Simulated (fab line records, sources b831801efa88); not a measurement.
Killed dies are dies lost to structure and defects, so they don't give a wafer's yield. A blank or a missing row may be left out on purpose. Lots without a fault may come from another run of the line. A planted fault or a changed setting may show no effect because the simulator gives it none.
Tool commonality check | flow gf180mcu | 15 lots, 45 wafers sampled

WHY IT WAS OPENED
At GF_MVPSD_TW_MEAS_11 the reading MVPSD_TW is flagged on 3 of 15 lots. Wafers without a fault read 550, standard deviation 7.7.
Rule: a lot is flagged when every wafer of it that has a number lies more than 4 standard deviations from that mean, or none has a number. The other lots count as sound.

lot  | measured     | on            | MVPSD_TW, wafer by wafer | flag
L542 | day 5 06:49  | film_metro-03 | 540 537 541              |
L543 | day 5 12:29  | film_metro-03 | 537 539 538              |
L544 | day 6 02:07  | film_metro-01 | 559 558 553              |
L545 | day 6 04:35  | film_metro-03 | 544 544 543              |
L548 | day 6 20:53  | film_metro-04 | 553 554 555              |
L549 | day 7 02:56  | film_metro-04 | 558 558 559              |
L550 | day 7 05:41  | film_metro-03 | 540 540 541              |
L551 | day 7 13:08  | film_metro-03 | 544 541 545              |
L553 | day 7 22:08  | film_metro-04 | 552 558 556              |
L558 | day 9 07:51  | film_metro-04 | 1602 1606 1609           | FLAGGED
L559 | day 9 13:27  | film_metro-03 | 1570 1554 1559           | FLAGGED
L560 | day 9 17:50  | film_metro-03 | 1572 1577 1568           | FLAGGED
L562 | day 10 07:08 | film_metro-01 | 558 556 556              |
L563 | day 10 10:54 | film_metro-04 | 554 556 558              |
L564 | day 10 17:29 | film_metro-01 | 556 554 555              |
The numbers of the flagged lots are 1580 on average: +1030 against the usual, or +99 or more standard deviations.

WHICH TOOL RAN EACH LOT
The record holds 2 process steps before the reading, out of a route of 602 steps. In each cell: the tool, then ch and the chambers that the sampled wafers went through, then the start.
lot  | flag    | GF_STI_STRIP_15                     | GF_MVSD_COAT_02
L542 |         | plasma_asher-02 ch 0,1, day 2 06:07 | litho_track-02 ch 0, day 4 08:41
L543 |         | plasma_asher-02 ch 0,1, day 2 11:14 | litho_track-01 ch 0, day 4 14:10
L544 |         | plasma_asher-04 ch 0,1, day 2 16:40 | litho_track-01 ch 0, day 5 02:59
L545 |         | plasma_asher-03 ch 0,1, day 2 23:29 | litho_track-01 ch 0, day 5 05:43
L548 |         | plasma_asher-04 ch 0, day 3 16:35   | litho_track-04 ch 0, day 5 21:49
L549 |         | plasma_asher-04 ch 0,1, day 3 19:47 | litho_track-01 ch 0, day 6 02:55
L550 |         | plasma_asher-04 ch 0,1, day 4 00:05 | litho_track-04 ch 0, day 6 06:13
L551 |         | plasma_asher-04 ch 0, day 4 05:20   | litho_track-02 ch 0, day 6 13:18
L553 |         | plasma_asher-03 ch 0,1, day 4 14:32 | litho_track-02 ch 0, day 6 22:06
L558 | FLAGGED | plasma_asher-04 ch 0,1, day 5 18:46 | litho_track-04, day 8 05:35
L559 | FLAGGED | plasma_asher-04 ch 0,1, day 5 23:31 | litho_track-02, day 8 10:44
L560 | FLAGGED | plasma_asher-04 ch 1, day 6 03:10   | litho_track-01, day 8 15:25
L562 |         | plasma_asher-03 ch 1, day 6 14:14   | litho_track-02 ch 0, day 9 03:51
L563 |         | plasma_asher-03 ch 0,1, day 6 19:17 | litho_track-02 ch 0, day 9 07:56
L564 |         | plasma_asher-04 ch 0,1, day 6 23:53 | litho_track-04 ch 0, day 9 14:46
What these steps do:
- GF_STI_STRIP_15: strips in O2/N2.
- GF_MVSD_COAT_02: resist thk 3000 nm.
- GF_MVPSD_TW_MEAS_11

FLAGGED OVER TOTAL, TOOL BY TOOL (the gauges that took the reading come last)
step                | tool            | lots run | flagged | share of the flagged lots | sound lots run after its first flagged lot
GF_STI_STRIP_15     | plasma_asher-02 | 2        | 0       | none                      | -
GF_STI_STRIP_15     | plasma_asher-03 | 4        | 0       | none                      | -
GF_STI_STRIP_15     | plasma_asher-04 | 9        | 3       | all                       | 1 (L564)
GF_MVSD_COAT_02     | litho_track-01  | 5        | 1       | some                      | 0
GF_MVSD_COAT_02     | litho_track-02  | 6        | 1       | some                      | 2 (L562,L563)
GF_MVSD_COAT_02     | litho_track-04  | 4        | 1       | some                      | 1 (L564)
GF_MVPSD_TW_MEAS_11 | film_metro-01   | 3        | 0       | none                      | -
GF_MVPSD_TW_MEAS_11 | film_metro-03   | 7        | 2       | some                      | 0
GF_MVPSD_TW_MEAS_11 | film_metro-04   | 5        | 1       | some                      | 1 (L563)

WHAT THE TABLE ALLOWS
1 row of the table ran every flagged lot: plasma_asher-04 at GF_STI_STRIP_15.
- plasma_asher-04 at GF_STI_STRIP_15: 3 of its 9 lots flagged. Sound lots ran on it after the first flagged one (L564), which a lasting fault on the whole tool wouldn't allow.
No row of the table ran every flagged lot and no sound lot after the first.

WHAT THE SIMULATOR HAD PUT IN
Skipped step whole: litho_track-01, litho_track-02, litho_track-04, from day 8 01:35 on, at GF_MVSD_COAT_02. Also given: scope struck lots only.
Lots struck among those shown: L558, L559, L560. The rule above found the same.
